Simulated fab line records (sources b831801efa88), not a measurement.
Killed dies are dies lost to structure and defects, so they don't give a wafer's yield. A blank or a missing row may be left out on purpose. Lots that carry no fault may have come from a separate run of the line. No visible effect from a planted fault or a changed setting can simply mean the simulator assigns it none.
What tool caused it? :: flow sfq-line :: 7 lots (21 wafers sampled), 1 step of a 325-step route

== WHAT THE GAUGES SHOWED, per wafer ==
SFQ_M3_OVL_MEAS_921.
lot: L853
measured: day 33 06:26
on: overlay-01
M3_OVL (nm): 17 5 9

lot: L857
measured: day 35 16:40
on: overlay-02
M3_OVL (nm): 6 -2 8

lot: L860
measured: day 36 18:59
on: overlay-01
M3_OVL (nm): -4 -3 1

lot: L866
measured: day 49 22:23
on: overlay-01
M3_OVL (nm): 7 -3 7

lot: L868
measured: day 50 10:22
on: overlay-01
M3_OVL (nm): 3 -1 6

lot: L871
measured: day 50 21:09
on: overlay-01
M3_OVL (nm): 2 1 -9

lot: L875
measured: day 53 17:25
on: overlay-02
M3_OVL (nm): 5 8 5

== TOOL THAT RAN EACH LOT (tool first, then ch and the chambers of the sampled wafers, then the start) ==
No process step before these readings appears in the record.

== THE ANSWER, worked out from the rows above alone ==
Rule: what is usual is taken from the lots themselves. The widest of any qualifying gaps counts: lots, ordered by their means at a reading, are off when they make up no more than a third of the lots, leave a main group of 4 or more, and stand apart from it by 3 or more times the standard deviation of that group's means. A main group whose means are all the same, to the digits that the tables above print for the reading, isn't used. Also off: a lot with no number at a reading for which 4 or more lots have one. Any other lot the step has rows for is counted as sound.
No lot is off at any reading shown: from this, nothing can be told.

== WHAT HAD BEEN PUT IN BY THE SIMULATOR ==
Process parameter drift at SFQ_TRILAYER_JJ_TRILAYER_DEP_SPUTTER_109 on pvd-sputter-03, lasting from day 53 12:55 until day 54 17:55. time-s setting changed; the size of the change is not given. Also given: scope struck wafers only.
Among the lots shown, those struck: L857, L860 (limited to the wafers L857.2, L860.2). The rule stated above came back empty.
